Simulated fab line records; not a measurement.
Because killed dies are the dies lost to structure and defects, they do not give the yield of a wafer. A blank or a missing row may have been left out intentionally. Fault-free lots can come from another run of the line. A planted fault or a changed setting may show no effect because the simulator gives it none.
Commonality check across tools    flow sky130    15 lots, 45 wafers sampled

## REASON FOR OPENING
SKY_LDD_HVN_TW_MEAS_10, reading LDD_HVN_TW: flagged on 3 of 15 lots. No-fault wafers: 1444, standard deviation 6.6.
Rule: a lot is flagged when every wafer of it that has a number lies more than 4 standard deviations from that mean, or none has a number. All remaining lots are regarded as sound.

lot   measured      on             LDD_HVN_TW, wafer by wafer  flag
L266  day 20 01:04  film metro-02  1432 1443 1441              
L267  day 20 14:05  film metro-01  1454 1451 1445              
L268  day 21 00:44  film metro-04  1437 1441 1430              
L269  day 21 11:23  film metro-04  1444 1450 1452              
L270  day 21 23:13  film metro-04  1441 1434 1440              
L271  day 22 13:55  film metro-01  30 30 30                    FLAGGED
L272  day 22 17:50  film metro-01  30 30 30                    FLAGGED
L273  day 23 06:01  film metro-01  31 30 30                    FLAGGED
L280  day 25 15:58  film metro-04  1442 1446 1453              
L282  day 26 04:29  film metro-02  1443 1449 1440              
L283  day 26 09:14  film metro-04  1444 1452 1437              
L284  day 26 20:47  film metro-02  1450 1443 1440              
L286  day 27 12:41  film metro-04  1443 1447 1442              
L287  day 28 00:22  film metro-01  1450 1444 1459              
L289  day 28 15:04  film metro-02  1437 1452 1445              
The numbers of the flagged lots are 30 on average: -1414 against the usual, or -99 or more standard deviations.

## EACH LOT AND THE TOOL IT RAN ON
Before the reading, the record contains 2 process steps out of a 708-step route. Every cell lists first the tool, next ch and the chambers used by the sampled wafers, and last the start.
lot   flag     SKY_LDD_P_STRIP_10                    SKY_LDD_HVN_STRIP_09
L266           plasma asher-04 ch 0,1, day 18 18:10  plasma asher-03 ch 0,1, day 20 00:58
L267           plasma asher-04 ch 0,1, day 19 07:14  plasma asher-03 ch 0,1, day 20 13:59
L268           plasma asher-03 ch 0,1, day 19 17:54  plasma asher-04 ch 1, day 21 00:38
L269           plasma asher-04 ch 0, day 20 04:23    plasma asher-03 ch 0,1, day 21 11:17
L270           plasma asher-02 ch 0,1, day 20 15:54  plasma asher-03 ch 0,1, day 21 23:07
L271  FLAGGED  plasma asher-04 ch 0,1, day 21 07:21  plasma asher-04 ch 0,1, day 22 13:49
L272  FLAGGED  plasma asher-02 ch 0,1, day 21 11:45  plasma asher-04 ch 0,1, day 22 17:44
L273  FLAGGED  plasma asher-04 ch 0,1, day 21 23:54  plasma asher-03 ch 0,1, day 23 05:55
L280           plasma asher-03 ch 0,1, day 24 10:46  plasma asher-01 ch 0,1, day 25 15:52
L282           plasma asher-04 ch 0,1, day 24 22:49  plasma asher-03 ch 0,1, day 26 04:23
L283           plasma asher-04 ch 0,1, day 25 04:25  plasma asher-03 ch 0,1, day 26 09:08
L284           plasma asher-04 ch 0,1, day 25 15:26  plasma asher-03 ch 0,1, day 26 20:41
L286           plasma asher-04 ch 0,1, day 26 07:19  plasma asher-01 ch 0,1, day 27 12:35
L287           plasma asher-03 ch 0,1, day 26 19:19  plasma asher-03 ch 0,1, day 28 00:16
L289           plasma asher-03 ch 0,1, day 27 10:03  plasma asher-03 ch 0,1, day 28 14:58
What is done by these steps:
- SKY_LDD_P_STRIP_10: strips in O2/N2.
- SKY_LDD_HVN_STRIP_09: strips in O2/N2.
- SKY_LDD_HVN_TW_MEAS_10

## FLAGGED AGAINST TOTAL, ONE TOOL AT A TIME (gauges that did the reading follow at the end)
step                    tool             lots run  flagged  share of the flagged lots  sound lots run after its first flagged lot
SKY_LDD_P_STRIP_10      plasma asher-02  2         1        some                       0
SKY_LDD_P_STRIP_10      plasma asher-03  4         0        none                       -
SKY_LDD_P_STRIP_10      plasma asher-04  9         2        some                       4 (L282,L283,L284,L286)
SKY_LDD_HVN_STRIP_09    plasma asher-01  2         0        none                       -
SKY_LDD_HVN_STRIP_09    plasma asher-03  10        1        some                       5 (L282,L283,L284,L287,L289)
SKY_LDD_HVN_STRIP_09    plasma asher-04  3         2        some                       0
SKY_LDD_HVN_TW_MEAS_10  film metro-01    5         3        all                        1 (L287)
SKY_LDD_HVN_TW_MEAS_10  film metro-02    4         0        none                       -
SKY_LDD_HVN_TW_MEAS_10  film metro-04    6         0        none                       -

## WHAT THE TABLE PERMITS
All flagged lots share 1 row of the table, namely film metro-01 at SKY_LDD_HVN_TW_MEAS_10.
- film metro-01 at SKY_LDD_HVN_TW_MEAS_10 ran 5 lots, 3 of them flagged. Lots that were sound ran on it after the first flagged one (L287); a persistent fault on the entire tool would not allow that.
Not one row of the table ran every flagged lot while running no sound lot after the first.

## WHAT THE SIMULATOR HAD INSERTED
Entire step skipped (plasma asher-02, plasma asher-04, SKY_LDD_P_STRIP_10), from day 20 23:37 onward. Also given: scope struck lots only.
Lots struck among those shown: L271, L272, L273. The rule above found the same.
